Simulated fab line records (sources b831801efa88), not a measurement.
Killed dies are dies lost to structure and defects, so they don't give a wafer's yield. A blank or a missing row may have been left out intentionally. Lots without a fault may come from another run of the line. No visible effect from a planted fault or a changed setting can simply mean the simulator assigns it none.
Which tool was responsible? + flow sky130 + 12 lots, 36 wafers sampled, at 3 steps of a route of 708

## WHAT THE GAUGES SHOWED, per wafer
SKY_CONTACT_THK_MEAS_01.
| lot  | measured     | on            | CONTACT_CVD_00_THK (nm) |
|------|--------------|---------------|-------------------------|
| L075 | day 30 00:39 | film metro-04 | 74.2 75.6 74.6          |
| L077 | day 31 17:46 | film metro-02 | 73.8 74.9 74.5          |
| L079 | day 33 04:17 | film metro-03 | 73.6 74.2 74.8          |
| L082 | day 33 18:45 | film metro-04 | 72.8 77.1 76.9          |
| L084 | day 33 23:14 | film metro-03 | 73.3 74.1 74.2          |
| L085 | day 34 00:02 | film metro-03 | 76.0 75.0 74.4          |
| L087 | day 35 02:19 | film metro-03 | 74.9 76.4 76.1          |
| L090 | day 36 02:59 | film metro-04 | 74.0 73.9 74.7          |
| L092 | day 36 15:54 | film metro-04 | 74.8 75.9 75.9          |
| L093 | day 37 00:39 | film metro-03 | 73.3 75.0 75.3          |
| L095 | day 37 15:56 | film metro-03 | 74.9 76.6 76.6          |
| L097 | day 37 19:59 | film metro-03 | 74.4 74.1 75.2          |

## WHAT TOOL EACH LOT RAN ON (gives the tool, then ch and the chambers of the sampled wafers, and finally the start)
| lot  | SKY_NWELL_RTA_28                 | SKY_LOCAL_INTERCONNECT_STRIP_15      |
|------|----------------------------------|--------------------------------------|
| L075 | rtp anneal-02 ch 0, day 5 11:04  | plasma asher-03 ch 0,1, day 30 00:01 |
| L077 | rtp anneal-01 ch 0, day 6 12:38  | plasma asher-02 ch 0,1, day 31 17:09 |
| L079 | rtp anneal-01 ch 0, day 7 09:21  | plasma asher-02 ch 0,1, day 33 03:40 |
| L082 | rtp anneal-01 ch 0, day 7 18:40  | plasma asher-04 ch 0,1, day 33 18:07 |
| L084 | rtp anneal-01 ch 0, day 7 21:51  | plasma asher-04 ch 0,1, day 33 22:37 |
| L085 | rtp anneal-01 ch 0, day 8 03:41  | plasma asher-04 ch 0,1, day 33 23:25 |
| L087 | rtp anneal-02 ch 0, day 8 18:58  | plasma asher-03 ch 0,1, day 35 01:41 |
| L090 | rtp anneal-02 ch 0, day 9 18:29  | plasma asher-04 ch 0,1, day 36 02:22 |
| L092 | rtp anneal-01 ch 0, day 10 09:36 | plasma asher-03 ch 0,1, day 36 14:52 |
| L093 | rtp anneal-01 ch 0, day 10 15:36 | plasma asher-02 ch 0,1, day 37 00:01 |
| L095 | rtp anneal-01 ch 0, day 10 21:29 | plasma asher-04 ch 0,1, day 37 14:58 |
| L097 | rtp anneal-02 ch 0, day 11 07:03 | plasma asher-04 ch 0,1, day 37 19:08 |
- SKY_NWELL_RTA_28: time 30 s.
- SKY_LOCAL_INTERCONNECT_STRIP_15: strips in O2/N2.

## THE ANSWER, worked out from the rows above alone
Rule: the lots themselves supply what counts as usual. The widest of any qualifying gaps counts: lots, ordered by their means at a reading, are off when they make up no more than a third of the lots, leave a main group of 4 or more, and stand apart from it by 3 or more times the standard deviation of that group's means. Not used: any main group whose means are identical at the precision the tables above print for the reading. Also off: a lot with no number at a reading for which 4 or more lots have one. All remaining lots with rows at the step are treated as sound.
Nothing can be told from this: no lot is off at any reading shown.

## WHAT HAD BEEN PUT IN BY THE SIMULATOR
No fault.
